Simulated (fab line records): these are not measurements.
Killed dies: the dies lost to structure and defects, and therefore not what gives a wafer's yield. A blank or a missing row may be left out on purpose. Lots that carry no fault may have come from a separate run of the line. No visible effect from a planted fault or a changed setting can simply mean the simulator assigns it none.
Matching of chambers || flow sky130 || SKY_LI_CONTACT_ETCH_14 on rie-diel-03: 4 sister chambers
The step etches BARC in N2/H2, stops on SiO2, time 45.9 s, target depth 60 nm. 4 wafers are shown with their chamber, then 12 later ones without.

WAFERS WITH THEIR CHAMBER
{"wafer": "L087.5", "chamber": 3, "throttle-valve-pct (%)": 13.220}
{"wafer": "L091.1", "chamber": 0, "throttle-valve-pct (%)": 13.233}
{"wafer": "L091.2", "chamber": 2, "throttle-valve-pct (%)": 13.223}
{"wafer": "L091.3", "chamber": 1, "throttle-valve-pct (%)": 13.233}

WAFERS WITHOUT THEIR CHAMBER
{"wafer": "L091.4", "throttle-valve-pct (%)": 13.227}
{"wafer": "L091.5", "throttle-valve-pct (%)": 13.223}
{"wafer": "L091.6", "throttle-valve-pct (%)": 13.228}
{"wafer": "L092.1", "throttle-valve-pct (%)": 13.219}
{"wafer": "L092.2", "throttle-valve-pct (%)": 13.219}
{"wafer": "L092.3", "throttle-valve-pct (%)": 13.224}
{"wafer": "L092.4", "throttle-valve-pct (%)": 13.208}
{"wafer": "L092.5", "throttle-valve-pct (%)": 13.228}
{"wafer": "L092.6", "throttle-valve-pct (%)": 13.221}
{"wafer": "L095.1", "throttle-valve-pct (%)": 13.215}
{"wafer": "L095.4", "throttle-valve-pct (%)": 13.221}
{"wafer": "L095.6", "throttle-valve-pct (%)": 13.223}

THE CHAMBER EACH PASSED THROUGH
{"wafer": "L091.4", "from the rows above": "can't be placed: 2 or 0 or 1 or 3", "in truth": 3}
{"wafer": "L091.5", "from the rows above": "can't be placed: 2 or 3", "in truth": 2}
{"wafer": "L091.6", "from the rows above": "can't be placed: 2 or 0 or 1 or 3", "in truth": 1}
{"wafer": "L092.1", "from the rows above": "can't be placed: 3 or 2", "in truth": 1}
{"wafer": "L092.2", "from the rows above": "can't be placed: 3 or 2", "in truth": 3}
{"wafer": "L092.3", "from the rows above": "can't be placed: 2 or 3 or 0 or 1", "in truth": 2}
{"wafer": "L092.4", "from the rows above": "can't be placed: 3 or 2", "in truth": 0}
{"wafer": "L092.5", "from the rows above": "can't be placed: 2 or 0 or 1 or 3", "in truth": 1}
{"wafer": "L092.6", "from the rows above": "can't be placed: 3 or 2", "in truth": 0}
{"wafer": "L095.1", "from the rows above": "can't be placed: 3 or 2", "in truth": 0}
{"wafer": "L095.4", "from the rows above": "can't be placed: 3 or 2", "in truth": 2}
{"wafer": "L095.6", "from the rows above": "can't be placed: 2 or 3", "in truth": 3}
Correctly placed: 0 of 12. From these rows, 12 cannot be placed; in 8 the true chamber is one of the candidates. 0 placed wrongly.
How it was worked out, from the rows above alone: a wafer's distance from a chamber is the root of the sum, over the readings, of the square of ((its reading less the chamber's mean) divided by the reading's scatter). The wafer belongs to the nearest chamber; if the next one is less than 2 further off, it can't be placed. A chamber's mean is the mean of its shown wafers. The scatter: root of mean squared gap, hidden wafer to nearest shown wafer, with one shown wafer a chamber.
